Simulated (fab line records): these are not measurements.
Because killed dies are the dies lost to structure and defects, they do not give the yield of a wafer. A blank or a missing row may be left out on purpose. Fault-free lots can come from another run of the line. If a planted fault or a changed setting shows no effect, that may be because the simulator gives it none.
Which tool did it? || flow gf180mcu || 18 wafers sampled from 6 lots at 1 step of a route of 602

WHAT THE GAUGES READ, wafer by wafer
GF_HV_LDD_CD_MEAS_19: target cd 400 nm.
{"lot": "L624", "measured": "day 11 08:58", "on": "cd-sem-02", "cd-nm (nm)": "396.7 399.0 396.6"}
{"lot": "L626", "measured": "day 12 03:56", "on": "cd-sem-02", "cd-nm (nm)": "396.8 397.8 397.6"}
{"lot": "L629", "measured": "day 13 04:11", "on": "cd-sem-02", "cd-nm (nm)": "395.9 396.2 394.5"}
{"lot": "L638", "measured": "day 15 19:14", "on": "cd-sem-02", "cd-nm (nm)": "394.1 393.8 392.7"}
{"lot": "L642", "measured": "day 17 00:43", "on": "cd-sem-02", "cd-nm (nm)": "395.4 396.5 397.8"}
{"lot": "L644", "measured": "day 17 17:40", "on": "cd-sem-02", "cd-nm (nm)": "388.8 390.4 392.8"}

EACH LOT AND THE TOOL THAT RAN IT (in order: tool; ch and the chambers of the sampled wafers; start)
The record shows no process step preceding these readings.

THE ANSWER, worked out from the rows above alone
Rule: usual is defined by the lots themselves. Put in order of their means at a reading, lots are off if they are a third of the lots or fewer, leave a main group of 4 or more, and stand apart from it by a gap of 3 or more times the standard deviation of the main group's means; of several such gaps the widest counts. Not used: any main group whose means are identical at the precision the tables above print for the reading. Also off: a lot with no number at a reading for which 4 or more lots have one. All remaining lots with rows at the step are treated as sound.
Across all readings shown, no lot is off: no conclusion can be drawn from this.

WHAT THE SIMULATOR HAD INSERTED
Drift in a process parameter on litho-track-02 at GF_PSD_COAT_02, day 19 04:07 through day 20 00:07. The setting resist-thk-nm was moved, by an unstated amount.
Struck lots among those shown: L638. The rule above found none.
